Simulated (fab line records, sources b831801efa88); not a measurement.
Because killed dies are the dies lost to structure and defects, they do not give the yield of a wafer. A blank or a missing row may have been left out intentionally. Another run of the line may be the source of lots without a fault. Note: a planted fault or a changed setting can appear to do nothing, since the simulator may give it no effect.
A lot that was struck, set against a sound lot + flow sky130 + 43 out of 708 route steps
Sound: wafers L247.1, L247.5, L247.6. Wafers struck: L263.1, L263.2, L263.4. The cause comes at the end.
Per side, at each step with rows, come the tool, then ch with its chambers, and then its first start. Under that, the readings that differ: sound wafers + struck wafers + difference of the means + sigmas: that difference in standard deviations of wafers without a fault.
alike: readings with means less than 2 such deviations apart, plus words and numbers identical on both sides. not compared: withheld readings, readings lacking a value on some wafer, bounds such as >300 that could conceal the same value, and numbers that have no deviation in the record and whose values overlap.
The two part at a step that has a row with sigmas, a row that says differs or no value, or rows on one side only. When numbers do not overlap yet have no deviation, they are printed without sigmas and do not part them. A reading that every wafer of one side lacks parts them only if that side has two wafers or more.

first, 8 steps without rows for these wafers: SKY_POLY_GATE_DEHYDRATE_05 (time 60 s); SKY_POLY_GATE_HMDS_06 (prime time 60 s); SKY_POLY_GATE_COAT_07 (resist thk 110 nm); SKY_POLY_GATE_COAT_08 (resist thk 450 nm); SKY_POLY_GATE_SOFTBAKE_09 (time 90 s); SKY_POLY_GATE_EXPOSE_10 (exposes mask P1M, target cd 150 nm); SKY_POLY_GATE_PEB_11; SKY_POLY_GATE_DEVELOP_12 (develop time 60 s).
SKY_POLY_GATE_CD_MEAS_13: the cd target is 150 nm.
  sound on cd_sem-01, day 16 06:05; struck on cd_sem-01, day 22 05:17
  alike: cd_nm
SKY_POLY_GATE_OVL_MEAS_14:
  sound on overlay-01, day 16 06:13; struck on overlay-01, day 22 05:25
  alike: POLY_GATE_OVL
SKY_POLY_GATE_ETCH_15: etches BARC in N2/H2, stops on SiO2, time 118.5 s, target depth 110 nm.
  sound on rie_diel-02 ch 1,2,3, day 16 06:15; struck on rie_diel-04 ch 1,2,3, day 22 05:26
  alike: drypump_motor_current_A, h2_flow_sccm, oes_product_au, throttle_valve_pct
  not compared: rf_hours_counter_h
SKY_POLY_GATE_ETCH_16: etches Si3N4 in CH3F/O2, stops on poly-Si, time 144.9 s, target depth 75 nm.
  sound on rie_diel-02 ch 1,2,3, day 16 06:20; struck on rie_diel-04 ch 1,2,3, day 22 05:32
  alike: drypump_motor_current_A, oes_product_au, throttle_valve_pct
  not compared: rf_hours_counter_h
SKY_POLY_GATE_ETCH_17: etches poly-Si in HBr/Cl2, stops on SiO2, target depth 180 nm, time 70.5 s.
  sound on rie_si-01 ch 0,3, day 16 06:26; struck on rie_si-02 ch 1,2,3, day 22 05:38
  alike: drypump_motor_current_A, oes_product_au, throttle_valve_pct
  not compared: rf_hours_counter_h
SKY_POLY_GATE_STRIP_18: strips in O2/N2.
  sound on plasma_asher-04 ch 0,1, day 16 06:29; struck on plasma_asher-01 ch 0,1, day 22 05:41
  alike: drypump_motor_current_A, oes_product_au, strip_time_to_endpoint_s
  not compared: rf_hours_counter_h
then, 2 steps without rows for these wafers: SKY_POLY_GATE_CLEAN_19 (cleans in SC1/SC2, time 150 s); SKY_POLY_GATE_OXIDATION_20 (stabilise 600 s, purge 300 s, target thk 4 nm).
SKY_POLY_GATE_THK_MEAS_21:
  sound on film_metro-02, day 16 08:35; struck on film_metro-03, day 22 07:05
  alike: POLY_GATE_OXIDATION_THK
SKY_POLY_GATE_CD_MEAS_22:
  sound on cd_sem-02, day 16 08:39; struck on cd_sem-02, day 22 07:11
  alike: cd_nm
then, 7 steps without rows for these wafers: SKY_LDD_N_DEHYDRATE_00 (time 60 s); SKY_LDD_N_HMDS_01 (prime time 60 s); SKY_LDD_N_COAT_02 (resist thk 300 nm); SKY_LDD_N_SOFTBAKE_03 (time 60 s); SKY_LDD_N_EXPOSE_04 (exposes mask NTM, target cd 840 nm); SKY_LDD_N_PEB_05; SKY_LDD_N_DEVELOP_06 (develop time 60 s).
SKY_LDD_N_OVL_MEAS_07:
  sound on overlay-01, day 17 13:31; struck on overlay-01, day 23 12:20
  alike: LDD_N_OVL
then, 8 steps without rows for these wafers: SKY_LDD_N_IMPLANT_08; SKY_LDD_N_IMPLANT_09; SKY_LDD_N_IMPLANT_10; SKY_LDD_N_IMPLANT_11; SKY_LDD_N_IMPLANT_12; SKY_LDD_N_IMPLANT_13; SKY_LDD_N_IMPLANT_14; SKY_LDD_N_IMPLANT_15.
SKY_LDD_N_STRIP_16: strips in O2/N2.
  sound on plasma_asher-01 ch 0,1, day 17 14:45; struck on plasma_asher-03 ch 0,1, day 23 13:34
  alike: drypump_motor_current_A, oes_product_au, strip_time_to_endpoint_s
  not compared: rf_hours_counter_h
SKY_LDD_N_TW_MEAS_17:
  sound on film_metro-01, day 17 14:51; struck on film_metro-03, day 23 13:40
  alike: LDD_N_TW
then, 6 steps without rows for these wafers: SKY_LDD_P_DEHYDRATE_00 (time 60 s); SKY_LDD_P_HMDS_01 (prime time 60 s); SKY_LDD_P_COAT_02 (resist thk 1140 nm); SKY_LDD_P_SOFTBAKE_03 (time 60 s); SKY_LDD_P_EXPOSE_04 (exposes mask PSDM, target cd 380 nm); SKY_LDD_P_PEB_05.
-- the record jumps here: 26 days lie between the struck wafers' starts before and after (it left off in module LDD_P and takes up again in module PAD_OPEN, whose first step shown is number 708 of the route) --
SKY_PAD_OPEN_PROBE_99:
  sound on prober-01, day 45 13:47; struck on prober-02, day 49 10:16
| reading             | sound    | struck     | difference | sigmas |
|---------------------|----------|------------|------------|--------|
| killed_at_front_end | 20 11 13 | 78 38 57   | +43        | +10    |
| killed_dies         | 94 87 80 | 149 91 116 | +32        | +3     |
  alike: killed_at_M0_to_M3, killed_at_M4_up, killed_at_contacts, killed_at_other, killed_open, killed_short

== WHERE THEY PART ==
Only at SKY_PAD_OPEN_PROBE_99, as far as this record shows.

WHY: what had been put in by the simulator
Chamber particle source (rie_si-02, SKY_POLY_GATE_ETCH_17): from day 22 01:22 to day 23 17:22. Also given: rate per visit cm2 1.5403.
